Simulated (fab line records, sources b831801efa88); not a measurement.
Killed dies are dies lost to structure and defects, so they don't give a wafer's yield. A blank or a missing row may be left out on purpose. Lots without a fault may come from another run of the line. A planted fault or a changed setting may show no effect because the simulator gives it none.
Which tool did it? | flow sky130 | 11 lots, 33 wafers sampled, at 4 steps of a route of 708

WHAT THE GAUGES READ, wafer by wafer
SKY_SONOS_TUNNEL_CD_MEAS_07: target cd 410 nm.
lot  | measured     | on        | cd_nm (nm)
L403 | day 11 17:27 | cd_sem-01 | 409.2 409.4 407.8
L404 | day 11 23:20 | cd_sem-01 | 407.4 408.5 407.5
L406 | day 12 19:04 | cd_sem-02 | 405.5 405.9 406.4
L408 | day 13 05:52 | cd_sem-02 | 408.6 407.9 408.7
L410 | day 13 19:17 | cd_sem-01 | 410.1 413.0 411.8
L411 | day 14 05:05 | cd_sem-02 | - - -
L412 | day 14 13:45 | cd_sem-01 | - - -
L413 | day 15 02:41 | cd_sem-02 | - - -
L417 | day 16 08:07 | cd_sem-02 | 412.8 411.5 411.2
L422 | day 18 01:53 | cd_sem-02 | 410.1 409.5 409.4
L425 | day 18 21:35 | cd_sem-02 | 414.2 415.3 414.0

WHICH TOOL RAN EACH LOT (tool, then ch and the chambers of the sampled wafers, then the start)
lot  | SKY_NWELL_RTA_28                 | SKY_VT_ADJUST_LVTN_STRIP_20          | SKY_SONOS_TUNNEL_COAT_02
L403 | rtp_anneal-02 ch 0, day 5 15:28  | plasma_asher-02 ch 0,1, day 8 02:02  | litho_track-02 ch 0, day 11 05:47
L404 | rtp_anneal-01 ch 0, day 5 18:09  | plasma_asher-02 ch 0,1, day 8 05:28  | litho_track-04 ch 0, day 11 11:02
L406 | rtp_anneal-02 ch 0, day 6 09:23  | plasma_asher-02 ch 0,1, day 8 23:04  | litho_track-03 ch 0, day 12 06:34
L408 | rtp_anneal-01 ch 0, day 6 18:06  | plasma_asher-04 ch 0,1, day 9 08:31  | litho_track-03 ch 0, day 12 16:39
L410 | rtp_anneal-01 ch 0, day 7 05:19  | plasma_asher-01 ch 0,1, day 9 20:06  | litho_track-02 ch 0, day 13 06:48
L411 | rtp_anneal-01 ch 0, day 7 11:44  | plasma_asher-02 ch 0,1, day 10 02:54 | litho_track-03, day 13 15:35
L412 | rtp_anneal-02 ch 0, day 7 19:14  | plasma_asher-01 ch 0,1, day 10 11:01 | litho_track-04, day 14 00:26
L413 | rtp_anneal-02 ch 0, day 8 03:14  | plasma_asher-04 ch 0,1, day 10 21:31 | litho_track-04, day 14 12:44
L417 | rtp_anneal-01 ch 0, day 9 01:19  | plasma_asher-04 ch 0,1, day 11 22:44 | litho_track-04 ch 0, day 15 18:15
L422 | rtp_anneal-02 ch 0, day 10 10:02 | plasma_asher-02 ch 0,1, day 13 11:40 | litho_track-04 ch 0, day 17 11:17
L425 | rtp_anneal-02 ch 0, day 11 01:20 | plasma_asher-02 ch 0,1, day 14 04:37 | litho_track-03 ch 0, day 18 06:41
- SKY_NWELL_RTA_28: time 30 s.
- SKY_VT_ADJUST_LVTN_STRIP_20: strips in O2/N2.
- SKY_SONOS_TUNNEL_COAT_02: resist thk 1140 nm.

THE ANSWER, worked out from the rows above alone
Rule: what is usual is taken from the lots themselves. Put in order of their means at a reading, lots are off if they are a third of the lots or fewer, leave a main group of 4 or more, and stand apart from it by a gap of 3 or more times the standard deviation of the main group's means; of several such gaps the widest counts. A main group whose means are all the same, to the digits that the tables above print for the reading, isn't used. A lot without any number at a reading at which 4 lots or more have one is off too. The other lots that the step has rows for count as sound.
Off: L411, L412, L413, at SKY_SONOS_TUNNEL_CD_MEAS_07 (cd_nm). Without a number there: L411, L412, L413. The main group: mean 409.8 nm, standard deviation 2.5.
A tool fits if, at a process step before that reading, it ran every lot that is off, and no sound lot after the first of them. The gauges at SKY_SONOS_TUNNEL_CD_MEAS_07 are tried like those tools. None of those tried fits.

WHAT THE SIMULATOR HAD PUT IN
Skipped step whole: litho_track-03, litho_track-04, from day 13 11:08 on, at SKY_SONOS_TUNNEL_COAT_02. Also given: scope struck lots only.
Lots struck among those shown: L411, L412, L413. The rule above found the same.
